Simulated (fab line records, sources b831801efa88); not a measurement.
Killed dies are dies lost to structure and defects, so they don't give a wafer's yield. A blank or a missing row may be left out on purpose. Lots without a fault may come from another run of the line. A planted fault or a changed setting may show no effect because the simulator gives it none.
Problem report in the 8D (eight disciplines) form, filled by code | flow gf180mcu | the parts of the form that need people (team, actions taken, sign-off) are left out

1. THE PROBLEM
V5_CVD_02_THK at GF_V5_THK_MEAS_03 reads a mean of 1282 nm on 6 wafers of 2 lots; wafers without a fault read 1447 nm with a standard deviation of 18. That is -9.2 standard deviations from the usual mean.
First seen on wafer L489.2, day 29 11:40, on film_metro-04. The record holds 42 wafers of 14 lots with a number at this step. Rule for "out", or "out of limits": more than 4 standard deviations from the usual mean. The other wafers with a number count as sound.

2. WHAT IT IS AND WHAT IT IS NOT
question                    | is                           | is not
which readings at this step | V5_CVD_02_THK                | -
which lots                  | L489, L491                   | L479, L480, L482, L483, L484, L485, L486, L487, L490, L498, L499, L500
which wafers of those lots  | all that have a number       | -
read on which gauges        | film_metro-03, film_metro-04 | film_metro-01
when                        | from day 29 11:40            | up to then (24 sound wafers); but 12 sound wafers of L490, L498, L499, L500 came after

3. SUSPECTS, AND WHAT RULES EACH OUT
Counting: a tool at a process step up to the reading stays a suspect if it ran every lot that is out and no sound lot after the first of them.
- the gauge at GF_V5_THK_MEAS_03: ruled out. The wafers that are out were read on 2 gauges (film_metro-03, film_metro-04).
- pecvd-04 at GF_V5_CVD_02 (deposits SiO2 from TEOS, target thk 1450 nm, time 163.28 s): kept. It ran every lot that is out, first L489 (day 29 11:32), and no sound lot after that; its last sound lot up to then is L487 (day 29 00:34).
Left after counting: pecvd-04 at GF_V5_CVD_02.

4. THE CAUSE (what the simulator had put in)
Site profile drift: pecvd-04, from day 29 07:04 on, at GF_V5_CVD_02. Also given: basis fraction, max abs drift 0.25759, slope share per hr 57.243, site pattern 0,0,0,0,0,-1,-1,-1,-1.
Counting left only this tool.

5. THE CHAIN OF EFFECTS, in route order
Each row: a reading whose mean over the struck wafers that have a number lies more than 3 standard deviations from the usual. Only readings for which the record gives a usual standard deviation are gone through. hours: the time from each lot's start at the first step in this table that gives one to its start at this step, as a median over the lots. sigmas: the change in usual standard deviations.
hours | step              | reading        | usual      | on struck wafers | change | sigmas
0     | GF_V5_THK_MEAS_03 | V5_CVD_02_THK  | 1447 nm    | 1282             | -165   | -9.2
-     | GF_V5_ETCH_17     | oes_product_au | 0.860 a.u. | 0.768            | -0.092 | -21
The process steps in it:
- GF_V5_ETCH_17: etches SiO2 in C4F8/O2/Ar, stops on TiN, target depth 855 nm.

6. WHAT WOULD HAVE CAUGHT IT SOONER
In this record the first reading out of limits at a measuring or inspecting step was taken at day 29 11:40, 5 hours after the fault began at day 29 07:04.
Of the tool readings at GF_V5_CVD_02 for which the record gives a usual standard deviation, none was out on any struck wafer, so an alarm limit of 4 standard deviations on them would not have fired.
Of the lots that are out (2), L491 began GF_V5_CVD_02 on pecvd-04 after day 29 11:40. A hold on the tool at that time would have spared it.
